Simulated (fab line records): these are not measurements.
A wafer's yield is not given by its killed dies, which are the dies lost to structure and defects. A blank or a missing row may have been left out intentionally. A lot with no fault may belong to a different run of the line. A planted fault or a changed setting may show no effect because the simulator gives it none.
Struck lot and sound lot, side by side ; flow sky130 ; 18 steps out of a route of 708
Sound: the wafers L748.4, L748.5, L748.6. Struck: wafer L755.6 (left out: L755.2, L755.4 of the same lot, which were not struck); the cause appears at the end.
Order at every step that has rows: each side's tool, ch and its chambers, its first start. Under that, the readings that differ: sound wafers ; struck wafers ; difference of the means ; sigmas: that difference in standard deviations of wafers without a fault.
alike: words and numbers the same on both sides, and readings whose means are apart by under 2 such deviations; not compared: readings that were withheld, readings missing a value for some wafer, numbers with overlapping values and no deviation given by the record, and bounds like >300 which may hide the same value.
The two part at a step that has a row with sigmas, a row that says differs or no value, or rows on one side only. Non-overlapping numbers with no deviation appear without sigmas and do not part them. Lack of a reading on every wafer of one side parts them only where that side has two or more wafers.

first, 5 steps without rows for these wafers: SKY_VIA4_COAT_06 (resist thk 1140 nm); SKY_VIA4_SOFTBAKE_07 (time 60 s); SKY_VIA4_EXPOSE_08 (exposes mask VIM4, target cd 800 nm); SKY_VIA4_PEB_09; SKY_VIA4_DEVELOP_10 (develop time 60 s).
SKY_VIA4_OVL_MEAS_11:
  struck on overlay-01, day 46 15:34; sound on overlay-02, day 45 15:10
  alike: VIA4_OVL
SKY_VIA4_ETCH_12: etches SiO2 in C4F8/O2/Ar, stops on TiN, target depth 580 nm.
  sound on rie diel-01 ch 1,2,3, day 45 15:11; struck on rie diel-04 ch 2, day 46 15:35
  alike: oes product au
SKY_VIA4_STRIP_13: strips in O2/N2.
  sound on plasma asher-03 ch 0,1, day 45 15:17; struck on plasma asher-01 ch 1, day 46 15:40
reading;sound;struck;difference;sigmas
drypump motor current A (A);5.64 5.67 5.20;4.90;-0.60;-2
  alike: oes product au, strip time to endpoint s
  not compared: rf hours counter h
then, 3 steps without rows for these wafers: SKY_VIA4_STRIP_14 (strips in post etch residue remover, time 1200 s); SKY_VIA4_CLEAN_15 (cleans in IPA, time 180 s); SKY_VIA4_CLEAN_16 (cleans in O3/DIW).
SKY_VIA4_SPUTTER_17: material TiN, target thk 20 nm, time 80 s.
  struck on pvd sputter-04, day 46 16:15; sound on pvd sputter-04, day 45 15:51
reading;sound;struck;difference;sigmas
throttle valve pct (%);29.1 27.8 29.1;31.1;+2.4;+2
SKY_VIA4_CVD_18: deposits W, target thk 505 nm, time 152.14 s.
  sound on cvd w-01 ch 0,1, day 45 15:58; struck on cvd w-01 ch 0, day 46 16:19
reading;sound;struck;difference;sigmas
heater power outer w (W);609 614 425;850;+301;+4
heater power w (W);965 975 714;1288;+403;+4
susceptor temp C (C);399.70 400.05 400.06;447.00;+47.06;+99 or more
model.W_of_VIA4_CVD_18.thk nm (nm);502 505.7 504.3;839.7;+335.7;
SKY_VIA4_RS_MEAS_19: a four-point-probe measurement.
  struck on film metro-03, day 46 16:29; sound on film metro-04, day 45 16:08
reading;sound;struck;difference;sigmas
VIA4_W_RS (ohm/sq);0.227 0.225 0.226;0.136;-0.090;-30
SKY_VIA4_THK_MEAS_20: measures by xrf.
  struck on film metro-03, day 46 16:35; sound on film metro-04, day 45 16:13
reading;sound;struck;difference;sigmas
VIA4_W_THK (nm);499 503 501;817;+316;+44
SKY_VIA4_CMP_21: polishes, stops on SiO2, t overpolish 25 s, target thk 0 nm.
  sound on cmp-01 ch 1,2,3, day 45 16:24; struck on cmp-02 ch 2, day 46 16:38
reading;sound;struck;difference;sigmas
time to endpoint s (s);123 138 129;190;+60;+9
  alike: motor current A, slurry flow ml min
SKY_METAL5_SPUTTER_00: material Ti, target thk 15 nm, time 10 s.
  struck on pvd sputter-02, day 46 16:56; sound on pvd sputter-04, day 45 16:33
  alike: throttle valve pct
next, for these wafers, 1 step has no rows: SKY_PAD_OPEN_PROBE_99.

## WHERE THEY PART
First at SKY_VIA4_STRIP_13; last, within this record, at SKY_VIA4_CMP_21. Later steps at which nothing parts them and some readings are alike: SKY_METAL5_SPUTTER_00.

WHY: what had been put in by the simulator
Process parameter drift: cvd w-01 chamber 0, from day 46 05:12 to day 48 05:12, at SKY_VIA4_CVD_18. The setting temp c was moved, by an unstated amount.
